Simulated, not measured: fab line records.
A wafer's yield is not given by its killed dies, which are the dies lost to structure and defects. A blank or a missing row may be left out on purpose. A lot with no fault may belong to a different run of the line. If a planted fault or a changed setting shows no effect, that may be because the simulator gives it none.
Chamber matching || flow sky130 || SKY_VIA1_CMP_02 on cmp-02 has 4 sister chambers
The step polishes SiO2. 8 wafers are shown with their chamber, then 9 later ones without.

## WAFERS, EACH WITH ITS CHAMBER
{"wafer": "L079.4", "chamber": 2, "motor current A (A)": 12.2}
{"wafer": "L082.1", "chamber": 2, "motor current A (A)": 11.8}
{"wafer": "L081.3", "chamber": 0, "motor current A (A)": 10.8}
{"wafer": "L081.5", "chamber": 0, "motor current A (A)": 10.3}
{"wafer": "L081.6", "chamber": 1, "motor current A (A)": 12.3}
{"wafer": "L086.2", "chamber": 1, "motor current A (A)": 11.2}
{"wafer": "L086.4", "chamber": 3, "motor current A (A)": 12.7}
{"wafer": "L086.5", "chamber": 3, "motor current A (A)": 12.6}

## WAFERS WHOSE CHAMBER IS MISSING
{"wafer": "L085.2", "motor current A (A)": 12.3}
{"wafer": "L085.3", "motor current A (A)": 10.0}
{"wafer": "L085.4", "motor current A (A)": 12.0}
{"wafer": "L089.3", "motor current A (A)": 12.4}
{"wafer": "L089.4", "motor current A (A)": 11.7}
{"wafer": "L089.6", "motor current A (A)": 12.6}
{"wafer": "L090.3", "motor current A (A)": 12.3}
{"wafer": "L090.4", "motor current A (A)": 12.0}
{"wafer": "L090.5", "motor current A (A)": 12.2}

## EACH ONE'S CHAMBER
{"wafer": "L085.2", "from the rows above": "can't be placed: 2 or 3 or 1", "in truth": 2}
{"wafer": "L085.3", "from the rows above": 0, "in truth": 0}
{"wafer": "L085.4", "from the rows above": "can't be placed: 2 or 1 or 3", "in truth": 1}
{"wafer": "L089.3", "from the rows above": "can't be placed: 3 or 2 or 1", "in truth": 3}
{"wafer": "L089.4", "from the rows above": "can't be placed: 1 or 2 or 3", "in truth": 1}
{"wafer": "L089.6", "from the rows above": "can't be placed: 3 or 2 or 1", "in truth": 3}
{"wafer": "L090.3", "from the rows above": "can't be placed: 2 or 3 or 1", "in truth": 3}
{"wafer": "L090.4", "from the rows above": "can't be placed: 2 or 1 or 3", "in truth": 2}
{"wafer": "L090.5", "from the rows above": "can't be placed: 2 or 1 or 3", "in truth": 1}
1 of 9 placed correctly. From these rows, 8 cannot be placed; in 8 the true chamber is one of the candidates. Number placed wrongly: 0.
How it was worked out, from the rows above alone: a wafer's distance from a chamber is the root of the sum, over the readings, of the square of ((its reading less the chamber's mean) divided by the reading's scatter). The wafer belongs to the nearest chamber; if the next one is less than 2 further off, it can't be placed. The mean given for a chamber averages the wafers shown for that chamber. The scatter is the square root of a quotient: the sum, over the shown wafers, of each reading's squared deviation from its chamber's mean, divided by wafers minus chambers.
